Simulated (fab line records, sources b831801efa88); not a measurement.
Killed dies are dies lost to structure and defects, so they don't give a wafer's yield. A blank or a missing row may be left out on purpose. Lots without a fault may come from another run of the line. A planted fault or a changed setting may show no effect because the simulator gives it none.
Which tool did it? | flow gf180mcu | 7 lots, 21 wafers sampled, at 3 steps of a route of 602

WHAT THE GAUGES READ, wafer by wafer
GF_CONTACT_THK_MEAS_01.
lot  | measured     | on            | CONTACT_CVD_00_THK (nm)
L452 | day 15 20:11 | film_metro-04 | 298 299 297
L457 | day 18 03:10 | film_metro-04 | 308 302 296
L459 | day 18 09:43 | film_metro-02 | 298 296 303
L461 | day 19 14:09 | film_metro-01 | 300 298 294
L468 | day 21 16:26 | film_metro-01 | 300 297 292
L472 | day 22 20:50 | film_metro-04 | 297 306 301
L474 | day 23 07:43 | film_metro-02 | 301 300 302

WHICH TOOL RAN EACH LOT (tool, then ch and the chambers of the sampled wafers, then the start)
lot  | GF_MVSD_SOFTBAKE_03              | GF_SALICIDE_RTA_06
L452 | litho_track-01 ch 0, day 4 12:44 | rtp_anneal-01 ch 0, day 15 19:51
L457 | litho_track-01 ch 0, day 5 17:29 | rtp_anneal-01 ch 0, day 18 02:50
L459 | litho_track-03 ch 0, day 6 02:02 | rtp_anneal-02 ch 0, day 18 09:22
L461 | litho_track-03 ch 0, day 6 15:41 | rtp_anneal-01 ch 0, day 19 13:49
L468 | litho_track-01 ch 0, day 8 07:31 | rtp_anneal-02 ch 0, day 21 16:07
L472 | litho_track-03 ch 0, day 9 03:59 | rtp_anneal-01 ch 0, day 22 20:31
L474 | litho_track-03 ch 0, day 9 15:14 | rtp_anneal-01 ch 0, day 23 07:22
- GF_MVSD_SOFTBAKE_03
- GF_SALICIDE_RTA_06: time 30 s.

THE ANSWER, worked out from the rows above alone
Rule: what is usual is taken from the lots themselves. Put in order of their means at a reading, lots are off if they are a third of the lots or fewer, leave a main group of 4 or more, and stand apart from it by a gap of 3 or more times the standard deviation of the main group's means; of several such gaps the widest counts. A main group whose means are all the same, to the digits that the tables above print for the reading, isn't used. A lot without any number at a reading at which 4 lots or more have one is off too. The other lots that the step has rows for count as sound.
No lot is off at any reading shown: from this, nothing can be told.

WHAT THE SIMULATOR HAD PUT IN
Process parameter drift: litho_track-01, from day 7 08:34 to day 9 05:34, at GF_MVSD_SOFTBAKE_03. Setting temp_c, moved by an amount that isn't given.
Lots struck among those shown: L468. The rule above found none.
